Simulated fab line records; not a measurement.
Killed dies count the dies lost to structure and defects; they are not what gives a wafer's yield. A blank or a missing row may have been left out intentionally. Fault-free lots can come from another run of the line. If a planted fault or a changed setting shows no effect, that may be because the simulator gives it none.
2 desks, one fault	flow sky130	only its own numbers are on each desk; what lay behind them is given at the end

DESK OF THE TOOL OWNER: implanter-02
For each lot that ran on this tool, the mean over its sampled wafers that have a number, from the tool's own readings at SKY_VT_ADJUST_NCORE_IMPLANT_09. A lot is out of limits, marked OUT, if its mean lies more than 4 standard deviations from the usual mean; the brackets give that distance.
Columns: A = beam energy keV at SKY_VT_ADJUST_NCORE_IMPLANT_09, usual 9.9997; B = beam on s at SKY_VT_ADJUST_NCORE_IMPLANT_09, usual 9.99 s
lot	first seen here	A	B
L428	day 9 10:14	9.9972	10.20
L433	day 10 21:53	10.0007	9.89
L434	day 11 10:40	9.9967	9.93
L435	day 12 00:25	9.7487 (-90) OUT	10.21
L438	day 12 15:28	9.7489 (-90) OUT	9.90
Finding of this desk: L435, L438 out of limits; the first was L435 at day 12 00:25, on beam energy keV at SKY_VT_ADJUST_NCORE_IMPLANT_09. L428, L433, L434: within limits.

FROM THE METROLOGY DESK
Lot by lot, what the gauges showed, no matter which tool ran the lot: averages of those sampled wafers that carry a number. A lot is out of limits, marked OUT, if its mean lies more than 4 standard deviations from the usual mean; the brackets give that distance.
Columns: A = PWDE_RS at SKY_NWELL_RS_MEAS_31, usual 5285 ohm/sq; B = VT_ADJUST_LVTN_01_OVL at SKY_VT_ADJUST_LVTN_OVL_MEAS_18, usual 0.3 nm
lot	first seen here	A	B
L425	day 5 10:49	5278	0.5
L427	day 5 18:35	5295	0.8
L428	day 6 00:48	5281	0.7
L431	day 6 18:16	5248	2.5
L432	day 7 00:10	5281	-0.2
L433	day 7 07:36	5305	-1.0
L434	day 7 18:36	5291	-0.9
L435	day 8 05:56	5251	0.4
L438	day 8 19:08	5254	0.5
L443	day 10 03:29	5281	-0.0
L445	day 10 06:58	5303	0.7
L446	day 10 15:37	5263	0.2
L448	day 11 03:19	5280	-1.7
Result from this desk: across the 13 lots, nothing is out of limits.

BROUGHT TOGETHER
On L435, L438, at day 12 00:25, an alarm was possible from the tool owner's desk.
From the metrology desk's view, nothing was out of limits.
The metrology desk has L435, L438 on record, within its limits.
On implanter-02, each named lot ran SKY_VT_ADJUST_NCORE_IMPLANT_09.

WHAT THE SIMULATOR HAD INSERTED
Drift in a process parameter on implanter-02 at SKY_VT_ADJUST_NCORE_IMPLANT_09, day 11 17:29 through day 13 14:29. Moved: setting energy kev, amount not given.
Shown lots that were struck: L435, L438.
Each desk's first reading out of limits, in hours after the fault started: the tool owner's desk, 7.
